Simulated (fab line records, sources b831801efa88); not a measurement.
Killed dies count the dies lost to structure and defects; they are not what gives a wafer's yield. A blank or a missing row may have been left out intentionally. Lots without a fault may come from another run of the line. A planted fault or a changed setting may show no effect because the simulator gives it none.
Which tool was responsible? || flow sky130 || 30 wafers sampled from 10 lots at 1 step of a route of 708

== WHAT EACH GAUGE READ, for each wafer ==
SKY_VIA1_BOW_MEAS_03. Usual: VIA1_BOW typically reads 81 um, with standard deviation 7.1.
{"lot": "L979", "measured": "day 32 10:34", "on": "filmMetro-02", "VIA1_BOW (um)": "88 87 84", "flag": ""}
{"lot": "L980", "measured": "day 33 03:59", "on": "filmMetro-04", "VIA1_BOW (um)": "85 85 76", "flag": ""}
{"lot": "L985", "measured": "day 34 21:28", "on": "filmMetro-04", "VIA1_BOW (um)": "90 86 88", "flag": ""}
{"lot": "L989", "measured": "day 35 22:44", "on": "filmMetro-04", "VIA1_BOW (um)": "70 75 65", "flag": ""}
{"lot": "L988", "measured": "day 36 01:05", "on": "filmMetro-02", "VIA1_BOW (um)": "83 80 84", "flag": ""}
{"lot": "L991", "measured": "day 36 19:19", "on": "filmMetro-04", "VIA1_BOW (um)": "86 81 77", "flag": ""}
{"lot": "L993", "measured": "day 37 11:38", "on": "filmMetro-04", "VIA1_BOW (um)": "90 72 68", "flag": ""}
{"lot": "L997", "measured": "day 38 14:14", "on": "filmMetro-04", "VIA1_BOW (um)": "96 88 79", "flag": ""}
{"lot": "L999", "measured": "day 38 23:43", "on": "filmMetro-02", "VIA1_BOW (um)": "77 82 79", "flag": ""}
{"lot": "L102", "measured": "day 39 14:55", "on": "filmMetro-04", "VIA1_BOW (um)": "98 88 95", "flag": ""}

== WHICH TOOL RAN EACH LOT (tool, then ch and the chambers of the sampled wafers, then the start) ==
The record shows no process step preceding these readings.

== WHAT THE TOOLS THEMSELVES READ (means of the sampled wafers that have a number; where no wafer has one, the mark that the record gives instead) ==
The record holds no such reading with a usual standard deviation.

== THE ANSWER, worked out from the rows above alone ==
Rule: a lot is off if the mean of its wafers that have a number lies more than 3 standard deviations from the usual mean. Also off: a lot with no number at a reading for which 4 or more lots have one. The other lots that the step has rows for count as sound. After the gauges, taken in route order, come the tools' own readings; for these a lot's mean is taken, as printed above. The first step at which some lot is off is used, and at that step the reading that is off furthest; a lot without a number counts as furthest.
No lot is off at any reading shown: from this, nothing can be told.

== WHAT THE SIMULATOR PUT IN ==
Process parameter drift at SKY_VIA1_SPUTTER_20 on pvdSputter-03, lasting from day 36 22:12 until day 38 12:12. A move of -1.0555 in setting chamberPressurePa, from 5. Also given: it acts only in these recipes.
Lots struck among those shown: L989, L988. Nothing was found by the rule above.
